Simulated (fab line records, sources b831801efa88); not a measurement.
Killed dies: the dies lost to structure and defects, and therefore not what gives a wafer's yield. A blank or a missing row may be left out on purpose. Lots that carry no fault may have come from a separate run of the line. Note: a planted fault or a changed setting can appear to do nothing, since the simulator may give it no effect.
Check for tools in common | flow sky130 | 11 lots, 33 wafers sampled

== REASON FOR OPENING ==
At SKY_NWELL_RS_MEAS_29 the reading NWELL_RS is flagged on 2 of 11 lots. Wafers without a fault read 624.8 ohm/sq, standard deviation 1.6.
Rule: flag the lot when none of its wafers has a number, or when each of its wafers that has one lies beyond 4 standard deviations from that mean. The rest of the lots are taken to be sound.

lot  | measured     | on            | NWELL_RS (ohm/sq), wafer by wafer | flag
L345 | day 5 21:10  | film-metro-04 | 625.1 626.1 624.8                 |
L352 | day 7 23:30  | film-metro-04 | 622.7 622.4 624.3                 |
L353 | day 8 01:10  | film-metro-01 | 624.2 624.6 624.1                 |
L354 | day 8 11:53  | film-metro-01 | 607.2 606.3 607.1                 | FLAGGED
L355 | day 8 12:52  | film-metro-01 | 622.8 624.0 620.3                 |
L356 | day 8 22:29  | film-metro-02 | 625.5 627.8 624.9                 |
L358 | day 9 02:36  | film-metro-01 | 605.9 604.5 604.2                 | FLAGGED
L357 | day 9 02:42  | film-metro-02 | 625.0 624.6 625.3                 |
L364 | day 10 12:48 | film-metro-04 | 625.5 622.9 624.9                 |
L365 | day 10 19:13 | film-metro-04 | 625.2 624.9 624.3                 |
L366 | day 11 03:44 | film-metro-04 | 625.9 624.5 624.2                 |
On average the flagged lots' numbers are 605.9 ohm/sq, which is -18.9 ohm/sq against the usual, or -12 standard deviations.

== TOOL THAT RAN EACH LOT ==
The record holds 1 process step before the reading, out of a route of 708 steps. Every cell lists first the tool, next ch and the chambers used by the sampled wafers, and last the start.
lot  | flag    | SKY_NWELL_IMPLANT_13
L345 |         | implanter-04 ch 0, day 5 03:50
L352 |         | implanter-01 ch 0, day 7 02:39
L353 |         | implanter-02 ch 0, day 7 03:57
L354 | FLAGGED | implanter-02 ch 0, day 7 14:38
L355 |         | implanter-04 ch 0, day 7 15:38
L356 |         | implanter-02 ch 0, day 8 01:24
L358 | FLAGGED | implanter-01 ch 0, day 8 04:56
L357 |         | implanter-02 ch 0, day 8 05:30
L364 |         | implanter-02 ch 0, day 9 13:22
L365 |         | implanter-02 ch 0, day 9 19:31
L366 |         | implanter-04 ch 0, day 10 03:51
These steps, and what they do:
- SKY_NWELL_IMPLANT_13
- SKY_NWELL_RS_MEAS_29: measures by four-point-probe.

== FLAGGED OVER TOTAL, TOOL BY TOOL (the gauges that took the reading come last) ==
step                 | tool          | lots run | flagged | share of the flagged lots | sound lots run after its first flagged lot
SKY_NWELL_IMPLANT_13 | implanter-01  | 2        | 1       | some                      | 0
SKY_NWELL_IMPLANT_13 | implanter-02  | 6        | 1       | some                      | 4 (L356,L357,L364,L365)
SKY_NWELL_IMPLANT_13 | implanter-04  | 3        | 0       | none                      | -
SKY_NWELL_RS_MEAS_29 | film-metro-01 | 4        | 2       | all                       | 1 (L355)
SKY_NWELL_RS_MEAS_29 | film-metro-02 | 2        | 0       | none                      | -
SKY_NWELL_RS_MEAS_29 | film-metro-04 | 5        | 0       | none                      | -

== WHAT THE TABLE ALLOWS ==
1 row of the table ran every flagged lot: film-metro-01 at SKY_NWELL_RS_MEAS_29.
- film-metro-01 at SKY_NWELL_RS_MEAS_29: 2 of its 4 lots flagged. Lots that were sound ran on it after the first flagged one (L355); a persistent fault on the entire tool would not allow that.
Not one row of the table ran every flagged lot while running no sound lot after the first.

== WHAT THE SIMULATOR HAD INSERTED ==
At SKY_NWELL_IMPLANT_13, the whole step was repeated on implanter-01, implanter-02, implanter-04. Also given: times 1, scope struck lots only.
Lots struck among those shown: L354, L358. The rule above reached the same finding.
